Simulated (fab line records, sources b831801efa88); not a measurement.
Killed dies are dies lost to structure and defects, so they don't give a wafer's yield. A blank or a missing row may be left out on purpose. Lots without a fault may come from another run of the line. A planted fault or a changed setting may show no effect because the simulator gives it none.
A struck lot beside a sound one | flow sky130 | 43 steps out of a route of 708
Sound: wafers L287.2, L287.3, L287.4. Struck: wafer L292.2. (L292.1 of the same lot was not struck and is left out.) The cause comes at the end.
At each step with rows: each side's tool, then ch and its chambers, then its first start. Under that, the readings that differ: sound wafers | struck wafers | difference of the means | sigmas: that difference in standard deviations of wafers without a fault.
alike: readings whose means differ by less than 2 such deviations, and words and numbers that are the same on both sides. not compared: withheld readings, readings that some wafer has no value for, bounds like >300 that may hide the same value, and numbers for which the record gives no deviation and whose values overlap.
The two part at a step that has a row with sigmas, a row that says differs or no value, or rows on one side only. Numbers that don't overlap but have no deviation are shown without sigmas and don't part them. A reading that every wafer of one side lacks parts them only if that side has two wafers or more.

SKY_VT_ADJUST_LVTN_OVL_MEAS_07:
  sound on overlay-02, day 8 20:41; struck on overlay-01, day 10 06:04
  alike: VT_ADJUST_LVTN_OVL
then, 1 step without rows for these wafers: SKY_VT_ADJUST_LVTN_IMPLANT_08.
SKY_VT_ADJUST_LVTN_STRIP_09: strips in O2/N2.
  sound on plasma_asher-03 ch 0,1, day 8 20:52; struck on plasma_asher-02 ch 0, day 10 06:16
  alike: drypump_motor_current_A, o2_flow_sccm, oes_product_au, strip_time_to_endpoint_s
  not compared: rf_hours_counter_h
SKY_VT_ADJUST_LVTN_TW_MEAS_10:
  sound on film_metro-04, day 8 20:59; struck on film_metro-03, day 10 06:22
  reading           | sound             | struck | difference | sigmas
  VT_ADJUST_LVTN_TW | 241.8 242.4 243.2 | 237.4  | -5.1       | -3
then, 7 steps without rows for these wafers: SKY_VT_ADJUST_LVTN_DEHYDRATE_11 (time 60 s); SKY_VT_ADJUST_LVTN_HMDS_12 (prime time 60 s); SKY_VT_ADJUST_LVTN_COAT_13 (resist thk 1140 nm); SKY_VT_ADJUST_LVTN_SOFTBAKE_14 (time 60 s); SKY_VT_ADJUST_LVTN_EXPOSE_15 (exposes mask HVN STD DERIVED, target cd 600 nm); SKY_VT_ADJUST_LVTN_PEB_16; SKY_VT_ADJUST_LVTN_DEVELOP_17 (develop time 60 s).
SKY_VT_ADJUST_LVTN_OVL_MEAS_18:
  sound on overlay-02, day 9 19:05; struck on overlay-01, day 11 04:56
  alike: VT_ADJUST_LVTN_01_OVL
SKY_VT_ADJUST_LVTN_IMPLANT_19:
  sound on implanter-02 ch 0, day 9 19:08; struck on implanter-02 ch 0, day 11 04:58
SKY_VT_ADJUST_LVTN_STRIP_20: strips in O2/N2.
  sound on plasma_asher-01 ch 0,1, day 9 19:16; struck on plasma_asher-02 ch 1, day 11 05:07
  reading             | sound          | struck | difference | sigmas
  o2_flow_sccm (sccm) | 3012 2992 3001 | 2977   | -25        | -2
  alike: drypump_motor_current_A, oes_product_au, strip_time_to_endpoint_s
  not compared: rf_hours_counter_h
SKY_VT_ADJUST_LVTN_TW_MEAS_21:
  sound on film_metro-02, day 9 19:22; struck on film_metro-02, day 11 05:13
  alike: VT_ADJUST_LVTN_2_TW
then, 7 steps without rows for these wafers: SKY_VT_ADJUST_NCORE_DEHYDRATE_00 (time 60 s); SKY_VT_ADJUST_NCORE_HMDS_01 (prime time 60 s); SKY_VT_ADJUST_NCORE_COAT_02 (resist thk 1140 nm); SKY_VT_ADJUST_NCORE_SOFTBAKE_03 (time 60 s); SKY_VT_ADJUST_NCORE_EXPOSE_04 (exposes mask LVTN COMPLEMENT THIN, target cd 380 nm); SKY_VT_ADJUST_NCORE_PEB_05; SKY_VT_ADJUST_NCORE_DEVELOP_06 (develop time 60 s).
SKY_VT_ADJUST_NCORE_CD_MEAS_07: target cd 380 nm.
  sound on cd_sem-01, day 10 17:26; struck on cd_sem-01, day 12 04:32
  alike: cd_nm
SKY_VT_ADJUST_NCORE_OVL_MEAS_08:
  sound on overlay-01, day 10 17:33; struck on overlay-02, day 12 04:39
  alike: VT_ADJUST_NCORE_OVL
then, 1 step without rows for these wafers: SKY_VT_ADJUST_NCORE_IMPLANT_09.
SKY_VT_ADJUST_NCORE_STRIP_10: strips in O2/N2.
  sound on plasma_asher-02 ch 0,1, day 10 17:44; struck on plasma_asher-04 ch 0, day 12 04:50
  reading             | sound          | struck | difference | sigmas
  o2_flow_sccm (sccm) | 2994 2993 2988 | 3022   | +30        | +3
  alike: drypump_motor_current_A, oes_product_au, strip_time_to_endpoint_s
  not compared: rf_hours_counter_h
SKY_VT_ADJUST_NCORE_TW_MEAS_11:
  sound on film_metro-04, day 10 17:50; struck on film_metro-03, day 12 04:56
  reading            | sound             | struck | difference | sigmas
  VT_ADJUST_NCORE_TW | 219.9 221.7 220.9 | 215.8  | -5.0       | -2
then, 7 steps without rows for these wafers: SKY_VT_ADJUST_HVTR_DEHYDRATE_00 (time 60 s); SKY_VT_ADJUST_HVTR_HMDS_01 (prime time 60 s); SKY_VT_ADJUST_HVTR_COAT_02 (resist thk 1140 nm); SKY_VT_ADJUST_HVTR_SOFTBAKE_03 (time 60 s); SKY_VT_ADJUST_HVTR_EXPOSE_04 (exposes mask HVTRM, target cd 380 nm); SKY_VT_ADJUST_HVTR_PEB_05; SKY_VT_ADJUST_HVTR_DEVELOP_06 (develop time 60 s).
SKY_VT_ADJUST_HVTR_CD_MEAS_07: target cd 380 nm.
  sound on cd_sem-02, day 11 16:48; struck on cd_sem-02, day 13 05:02
  alike: cd_nm
SKY_VT_ADJUST_HVTR_OVL_MEAS_08:
  sound on overlay-02, day 11 16:55; struck on overlay-02, day 13 05:09
  alike: VT_ADJUST_HVTR_OVL
then, 1 step without rows for these wafers: SKY_VT_ADJUST_HVTR_IMPLANT_09.
SKY_VT_ADJUST_HVTR_STRIP_10: strips in O2/N2.
  sound on plasma_asher-04 ch 0,1, day 11 17:05; struck on plasma_asher-01 ch 1, day 13 05:20
  reading                      | sound             | struck | difference | sigmas
  strip_time_to_endpoint_s (s) | 14.25 14.13 14.16 | 14.27  | +0.09      | +2
  alike: drypump_motor_current_A, o2_flow_sccm, oes_product_au
  not compared: rf_hours_counter_h
SKY_VT_ADJUST_HVTR_TW_MEAS_11:
  sound on film_metro-01, day 11 17:12; struck on film_metro-03, day 13 05:26
  alike: VT_ADJUST_HVTR_TW
then, 3 steps without rows for these wafers: SKY_VT_ADJUST_PCH_DEHYDRATE_00 (time 60 s); SKY_VT_ADJUST_PCH_HMDS_01 (prime time 60 s); SKY_VT_ADJUST_PCH_COAT_02 (resist thk 3000 nm).
-- the record jumps here: 36 days lie between the struck wafers' starts before and after (it left off in module VT_ADJUST_PCH and takes up again in module PAD_OPEN, whose first step shown is number 708 of the route) --
SKY_PAD_OPEN_PROBE_99:
  sound on prober-01, day 48 02:08; struck on prober-01, day 48 20:26
  reading                                          | sound                    | struck  | difference | sigmas
  killed_short                                     | 40 53 47                 | 33      | -14        | -2
  model.etest.res_pwell_under_gate.rs_ohm_sq_range | 36.92 62.17 88.05        | 108     | +46        |
  model.etest.nfet_g5v0d10v5.vt_v_range            | 0.01216 0.01397 0.004497 | 0.02406 | +0.01385   |
  alike: killed_at_M0_to_M3, killed_at_M4_up, killed_at_contacts, killed_at_front_end, killed_at_other, killed_dies, killed_open

WHERE THEY PART
First at SKY_VT_ADJUST_LVTN_TW_MEAS_10; last, within this record, at SKY_PAD_OPEN_PROBE_99.

WHY: what the simulator had put in
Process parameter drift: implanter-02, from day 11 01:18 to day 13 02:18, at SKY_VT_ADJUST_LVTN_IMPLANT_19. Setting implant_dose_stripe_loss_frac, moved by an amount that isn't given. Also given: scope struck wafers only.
